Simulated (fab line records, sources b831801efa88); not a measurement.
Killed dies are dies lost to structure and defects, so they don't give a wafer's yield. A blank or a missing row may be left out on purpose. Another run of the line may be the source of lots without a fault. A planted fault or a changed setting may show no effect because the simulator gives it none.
Which tool is to blame? -- flow gf180mcu -- Sampling: 6 lots, 18 wafers, 3 of 602 route steps

WHAT EACH GAUGE READ, for each wafer
GF_MIM_THK_MEAS_06.
lot,measured,on,MIM_CVD_05_THK (nm)
L764,day 25 04:22,filmMetro-03,41.3 43.3 41.8
L766,day 26 02:25,filmMetro-01,41.3 42.0 41.7
L769,day 26 20:15,filmMetro-01,42.4 42.8 43.0
L771,day 27 16:01,filmMetro-02,41.8 42.2 42.6
L773,day 28 11:07,filmMetro-02,41.9 42.8 42.1
L780,day 30 02:58,filmMetro-02,41.4 43.8 41.6

TOOL THAT RAN EACH LOT (tool first, then ch and the chambers of the sampled wafers, then the start)
lot,GF_V4_CMP_26,GF_MIM_CVD_05
L764,"cmp-01 ch 0,1,2, day 25 03:49","pecvd-04 ch 0,1, day 25 04:20"
L766,"cmp-01 ch 1,3, day 26 01:55","pecvd-04 ch 1,2, day 26 02:23"
L769,"cmp-01 ch 0,1,3, day 26 19:41","pecvd-01 ch 0,1,2, day 26 20:12"
L771,"cmp-02 ch 1,2,3, day 27 15:28","pecvd-02 ch 0,1,2, day 27 15:59"
L773,"cmp-02 ch 0,3, day 28 10:37","pecvd-02 ch 0,1,2, day 28 11:05"
L780,"cmp-01 ch 0,2,3, day 30 02:29","pecvd-02 ch 0,2, day 30 02:55"
- GF_V4_CMP_26: polishes, stops on SiO2, t overpolish 15 s, target thk 0 nm.
- GF_MIM_CVD_05: deposits Si3N4, target thk 42 nm, time 29.086 s.

THE ANSWER, worked out from the rows above alone
Rule: usual is defined by the lots themselves. Put in order of their means at a reading, lots are off if they are a third of the lots or fewer, leave a main group of 4 or more, and stand apart from it by a gap of 3 or more times the standard deviation of the main group's means; of several such gaps the widest counts. The tables above print the reading to a certain number of digits; a main group whose means all agree to those digits is not used. A lot without any number at a reading at which 4 lots or more have one is off too. Where the step has rows for the other lots, those lots are counted as sound.
No lot is off at any reading shown: from this, nothing can be told.

WHAT HAD BEEN PUT IN BY THE SIMULATOR
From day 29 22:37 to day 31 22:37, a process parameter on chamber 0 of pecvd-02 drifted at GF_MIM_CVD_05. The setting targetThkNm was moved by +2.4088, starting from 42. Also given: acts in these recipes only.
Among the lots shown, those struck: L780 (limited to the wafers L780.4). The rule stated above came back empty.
